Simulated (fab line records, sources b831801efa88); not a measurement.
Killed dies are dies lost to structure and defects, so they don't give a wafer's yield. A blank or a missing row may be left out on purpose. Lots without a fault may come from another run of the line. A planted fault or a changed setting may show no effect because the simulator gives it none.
Chamber matching | flow sky130 | SKY_LI_CONTACT_CMP_24 on cmp-01: 4 sister chambers
The step polishes, stops on PSG, t overpolish 20 s, target thk 0 nm. 14 wafers are shown with their chamber, then 7 later ones without.

WAFERS WITH THEIR CHAMBER
wafer  | chamber | motor_current_A (A) | time_to_endpoint_s (s) | overpolish_run_s (s)
L814.1 | 1       | 11.8                | 102                    | 20.011
L814.4 | 0       | 10.6                | 99                     | 20.004
L814.5 | 2       | 10.1                | 102                    | 20.000
L813.1 | 3       | 12.4                | 98                     | 20.005
L813.3 | 1       | 11.8                | 104                    | 20.004
L813.5 | 0       | 10.6                | 103                    | 20.015
L816.2 | 2       | 10.7                | 99                     | 19.991
L816.5 | 2       | 10.6                | 103                    | 19.987
L816.6 | 1       | 11.2                | 95                     | 19.994
L817.2 | 1       | 11.0                | 102                    | 20.006
L817.4 | 3       | 12.3                | 96                     | 20.003
L817.5 | 2       | 10.4                | 101                    | 19.995
L818.1 | 0       | 10.4                | 101                    | 19.987
L818.2 | 3       | 13.5                | 97                     | 19.999

SIGNATURES (means of the wafers above)
reading            | chamber 0 | chamber 1 | chamber 2 | chamber 3 | scatter within a chamber
motor_current_A    | 10.533    | 11.450    | 10.450    | 12.733    | 0.404
time_to_endpoint_s | 101.00    | 100.75    | 101.25    | 97.00     | 2.56
overpolish_run_s   | 20.00200  | 20.00375  | 19.99325  | 20.00233  | 0.00814
Rule: a wafer's distance from a chamber is the root of the sum, over the readings, of the square of ((its reading less the chamber's mean) divided by the reading's scatter). The wafer belongs to the nearest chamber; if the next one is less than 2 further off, it can't be placed. The scatter: the root of (the sum of the squares of (reading less its chamber's mean) over the shown wafers, divided by (wafers less chambers)).

WAFERS WITHOUT THEIR CHAMBER
wafer  | motor_current_A (A) | time_to_endpoint_s (s) | overpolish_run_s (s)
L818.5 | 12.7                | 92                     | 20.011
L827.2 | 10.3                | 94                     | 20.003
L827.3 | 11.2                | 93                     | 19.996
L827.5 | 13.0                | 96                     | 19.989
L828.1 | 11.7                | 97                     | 19.994
L828.2 | 10.0                | 95                     | 19.980
L828.6 | 10.1                | 98                     | 19.990

WHICH CHAMBER EACH WENT THROUGH
wafer  | from the rows above               | in truth
L818.5 | 3                                 | 3
L827.2 | can't be placed: 0 or 2 or 1      | 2
L827.3 | can't be placed: 1 or 0 or 2 or 3 | 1
L827.5 | 3                                 | 3
L828.1 | can't be placed: 1 or 3 or 0 or 2 | 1
L828.2 | can't be placed: 2 or 0           | 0
L828.6 | can't be placed: 2 or 0           | 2
Placed correctly: 2 of 7. Can't be placed from these rows: 5 (the true chamber is among the candidates in 5). Placed wrongly: 0.
